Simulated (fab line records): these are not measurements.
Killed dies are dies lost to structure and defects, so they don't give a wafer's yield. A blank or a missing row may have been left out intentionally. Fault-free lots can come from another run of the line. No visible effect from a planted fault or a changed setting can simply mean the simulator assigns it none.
Comparing a struck lot with a sound one ; flow sky130 ; 15 out of 708 route steps
Sound: the wafers L985.1, L985.2, L985.6. Struck: wafer L989.6 (left out: L989.4, a lot-mate that was not struck); the cause follows at the end.
Order at every step that has rows: each side's tool, ch and its chambers, its first start. Under that, the readings that differ: sound wafers ; struck wafers ; difference of the means ; sigmas: that difference in standard deviations of wafers without a fault.
alike: words and numbers the same on both sides, and readings whose means are apart by under 2 such deviations; not compared: readings that were withheld, readings missing a value for some wafer, numbers with overlapping values and no deviation given by the record, and bounds like >300 which may hide the same value.
The two part at a step that has a row with sigmas, a row that says differs or no value, or rows on one side only. Numbers that don't overlap but have no deviation are shown without sigmas and don't part them. A reading missing from all wafers of one side parts the sides only when that side holds two or more wafers.

first, 3 steps without rows for these wafers: SKY_PASSIVATION_EXPOSE_08 (exposes mask NSM, target cd 3000 nm); SKY_PASSIVATION_PEB_09; SKY_PASSIVATION_DEVELOP_10 (develop time 60 s).
SKY_PASSIVATION_ETCH_11: etches the open film in CF4/O2, stops on AlCu, target depth 725 nm, time 161.1 s.
  sound on rie_diel-01 ch 0,1, day 45 13:47; struck on rie_diel-01 ch 0, day 46 13:14
  alike: chamber_pressure_mTorr, drypump_motor_current_A, oes_product_au, run_length_s, throttle_valve_pct
  not compared: rf_hours_counter_h
SKY_PASSIVATION_STRIP_12: strips in O2/N2.
  sound on plasma_asher-02 ch 0,1, day 45 13:53; struck on plasma_asher-03 ch 1, day 46 13:23
  alike: chamber_pressure_mTorr, drypump_motor_current_A, oes_product_au, strip_time_to_endpoint_s
  not compared: rf_hours_counter_h
then, 7 steps without rows for these wafers: SKY_PAD_OPEN_DEHYDRATE_00 (time 60 s); SKY_PAD_OPEN_HMDS_01 (prime time 60 s); SKY_PAD_OPEN_COAT_02 (resist thk 3000 nm); SKY_PAD_OPEN_SOFTBAKE_03; SKY_PAD_OPEN_EXPOSE_04 (exposes mask PDM, target cd 60000 nm); SKY_PAD_OPEN_PEB_05; SKY_PAD_OPEN_DEVELOP_06 (develop time 60 s).
SKY_PAD_OPEN_ETCH_07: etches the open film in CF4/O2, stops on AlCu, target depth 725 nm, time 161.1 s.
  sound on rie_diel-03 ch 0,3, day 46 10:55; struck on rie_diel-03 ch 2, day 47 09:41
reading;sound;struck;difference;sigmas
run_length_s (s);188.6 189.1 188.6;183.6;-5.2;-12
model.PAD_OPEN.feature_depth_nm (nm);696.8 706 699.3;688.7;-12.0;
model.etch.depth_nm (nm);696.8 706 699.3;688.7;-12.0;
  alike: chamber_pressure_mTorr, drypump_motor_current_A, oes_product_au, throttle_valve_pct
  not compared: rf_hours_counter_h
SKY_PAD_OPEN_STRIP_08: strips in O2/N2.
  sound on plasma_asher-02 ch 0,1, day 46 11:02; struck on plasma_asher-04 ch 1, day 47 09:49
  alike: chamber_pressure_mTorr, drypump_motor_current_A, oes_product_au
  not compared: rf_hours_counter_h
after that, 1 step had no rows for these wafers: SKY_PAD_OPEN_PROBE_99.

== WHERE THEY PART ==
Only at SKY_PAD_OPEN_ETCH_07, within this record. Later steps at which nothing parts them and some readings are alike: SKY_PAD_OPEN_STRIP_08.

WHY: what had been put in by the simulator
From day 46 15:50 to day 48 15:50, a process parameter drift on rie_diel-03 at SKY_PAD_OPEN_ETCH_07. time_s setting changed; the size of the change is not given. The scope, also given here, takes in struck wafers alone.
